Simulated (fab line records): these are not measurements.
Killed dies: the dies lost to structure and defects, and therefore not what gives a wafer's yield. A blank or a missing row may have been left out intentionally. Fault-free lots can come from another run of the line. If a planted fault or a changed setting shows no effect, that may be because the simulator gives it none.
A struck lot beside a sound one || flow sky130 || 22 steps out of a route of 708
Sound: the wafers L453.1, L453.2, L453.4. The struck wafers were L466.1, L466.4. The cause is given at the end.
Order at every step that has rows: each side's tool, ch and its chambers, its first start. Under that, the readings that differ: sound wafers || struck wafers || difference of the means || sigmas: that difference in standard deviations of wafers without a fault.
alike: readings whose means differ by less than 2 such deviations, and words and numbers that are the same on both sides. not compared: withheld readings, readings that some wafer has no value for, bounds like >300 that may hide the same value, and numbers for which the record gives no deviation and whose values overlap.
Wherever a step has rows on one side only, a row that says differs or no value, or a row with sigmas, the two part there. Numbers that have no deviation but don't overlap get no sigmas and don't part them. Lack of a reading on every wafer of one side parts them only where that side has two or more wafers.

SKY_METAL4_SPUTTER_00: material Ti, target thk 15 nm, time 10 s.
  sound on pvd-sputter-03, day 39 20:11; struck on pvd-sputter-03, day 43 12:15
  alike: cathode-dc-power-W, throttle-valve-pct
SKY_METAL4_SPUTTER_01: material TiN, target thk 20 nm, time 16.7 s.
  sound on pvd-sputter-03, day 39 20:13; struck on pvd-sputter-03, day 43 12:16
  alike: cathode-dc-power-W, throttle-valve-pct
SKY_METAL4_SPUTTER_02: material AlCu, target thk 735 nm, time 39.1 s.
  sound on pvd-sputter-03, day 39 20:14; struck on pvd-sputter-03, day 43 12:18
  alike: cathode-dc-power-W, throttle-valve-pct
then, 2 steps without rows for these wafers: SKY_METAL4_SPUTTER_03 (material Ti, target thk 5 nm, time 3.3 s); SKY_METAL4_SPUTTER_04 (material TiN, target thk 70 nm, time 58.3 s).
SKY_CAP2M_CVD_00: deposits SiO2, target thk 15.5 nm.
  sound on pecvd-03 ch 0,1,2, day 39 20:20; struck on pecvd-01 ch 1,2, day 43 12:24
  alike: heater-power-w
SKY_CAP2M_THK_MEAS_01:
  sound on film-metro-01, day 39 20:22; struck on film-metro-03, day 43 12:26
  alike: CAP2M_CVD_00_THK
SKY_CAP2M_SPUTTER_02: material TiN, target thk 200 nm, time 166.7 s.
  sound on pvd-sputter-02, day 39 20:25; struck on pvd-sputter-04, day 43 12:29
  alike: cathode-dc-power-W, throttle-valve-pct
SKY_CAP2M_RS_MEAS_03: uses a four-point probe to measure.
  sound on film-metro-03, day 39 20:32; struck on film-metro-01, day 43 12:35
{"reading": "CAP2M_TIN_RS (ohm/sq)", "sound": "7.00 7.09 7.04", "struck": "6.83 6.80", "difference": -0.23, "sigmas": -3}
SKY_CAP2M_THK_MEAS_04: measures by xrf.
  sound on film-metro-03, day 39 20:39; struck on film-metro-01, day 43 12:43
{"reading": "CAP2M_TIN_THK (nm)", "sound": "201.1 199.3 200.0", "struck": "205.3 205.6", "difference": "+5.3", "sigmas": "+2"}
then, 2 steps without rows for these wafers: SKY_CAP2M_DEHYDRATE_05 (time 60 s); SKY_CAP2M_HMDS_06 (prime time 60 s).
SKY_CAP2M_COAT_07: resist thk 1140 nm.
  sound on litho-track-02 ch 0, day 40 09:10; struck on litho-track-02 ch 0, day 43 23:04
{"reading": "model.NOVOLAK_of_CAP2M_COAT_07.thk-nm (nm)", "sound": "1136 1138 1139", "struck": "1117 1119", "difference": -20, "sigmas": ""}
then, 4 steps without rows for these wafers: SKY_CAP2M_SOFTBAKE_08 (time 60 s); SKY_CAP2M_EXPOSE_09 (exposes mask CAP2M, target cd 1000 nm); SKY_CAP2M_PEB_10; SKY_CAP2M_DEVELOP_11 (develop time 60 s).
SKY_CAP2M_OVL_MEAS_12:
  sound on overlay-02, day 40 20:46; struck on overlay-01, day 44 10:02
  alike: CAP2M_OVL
SKY_CAP2M_METAL_ETCH_13: etches TiN in Cl2/BCl3, stops on SiO2, target depth 220 nm, time 62.9 s.
  sound on rie-metal-02 ch 0,1, day 40 20:49; struck on rie-metal-02 ch 0, day 44 10:05
{"reading": "model.NOVOLAK_of_CAP2M_COAT_07.thk-nm (nm)", "sound": "986 989.4 988.4", "struck": "967.3 971.1", "difference": -18.7, "sigmas": ""}
  alike: drypump-motor-current-A, mfc-cl2-sccm, oes-product-au, throttle-valve-pct
  not compared: rf-hours-counter-h
SKY_CAP2M_STRIP_14: strips in O2/N2.
  sound on plasma-asher-04 ch 0,1, day 40 20:53; struck on plasma-asher-02 ch 0, day 44 10:09
{"reading": "strip-time-to-endpoint-s (s)", "sound": "12.58 12.61 12.61", "struck": "12.36 12.40", "difference": -0.22, "sigmas": -5}
  alike: drypump-motor-current-A, n2-flow-sccm, oes-product-au
  not compared: rf-hours-counter-h
then, 1 step without rows for these wafers: SKY_CAP2M_STRIP_15 (strips in post etch residue remover, time 1200 s).
-- the record jumps here: 5 days lie between the struck wafers' starts before and after (it left off in module CAP2M and takes up again in module PAD_OPEN, whose first step shown is number 708 of the route) --
SKY_PAD_OPEN_PROBE_99:
  sound on prober-02, day 45 21:54; struck on prober-02, day 48 22:40
{"reading": "defect-limited-yield (%)", "sound": "81.7 85.4 84.1", "struck": "79.9 79.7", "difference": -3.9, "sigmas": -2}
{"reading": "killed-at-front-end", "sound": "10 6 12", "struck": "28 22", "difference": "+16", "sigmas": "+3"}
{"reading": "killed-dies", "sound": "90 72 78", "struck": "99 100", "difference": "+20", "sigmas": "+2"}
{"reading": "killed-short", "sound": "36 27 32", "struck": "44 51", "difference": "+16", "sigmas": "+3"}
{"reading": "sort_bin_6_memory (%)", "sound": "6.7 5.5 5.1", "struck": "6.9 9.1", "difference": "+2.2", "sigmas": "+2"}
{"reading": "sort-n-pass", "sound": "402 420 414", "struck": "393 392", "difference": -20, "sigmas": -2}
{"reading": "sort-yield-pct (%)", "sound": "81.7 85.4 84.1", "struck": "79.9 79.7", "difference": -3.9, "sigmas": -2}
  alike: killed_at_M0_to_M3, killed_at_M4_up, killed-at-contacts, killed-at-other, killed-open, sort_bin_3_pad_short, sort_bin_5_function

== WHERE THEY PART ==
Last at SKY_PAD_OPEN_PROBE_99 as far as this record goes, first at SKY_CAP2M_RS_MEAS_03.

WHY: the cause the simulator had injected
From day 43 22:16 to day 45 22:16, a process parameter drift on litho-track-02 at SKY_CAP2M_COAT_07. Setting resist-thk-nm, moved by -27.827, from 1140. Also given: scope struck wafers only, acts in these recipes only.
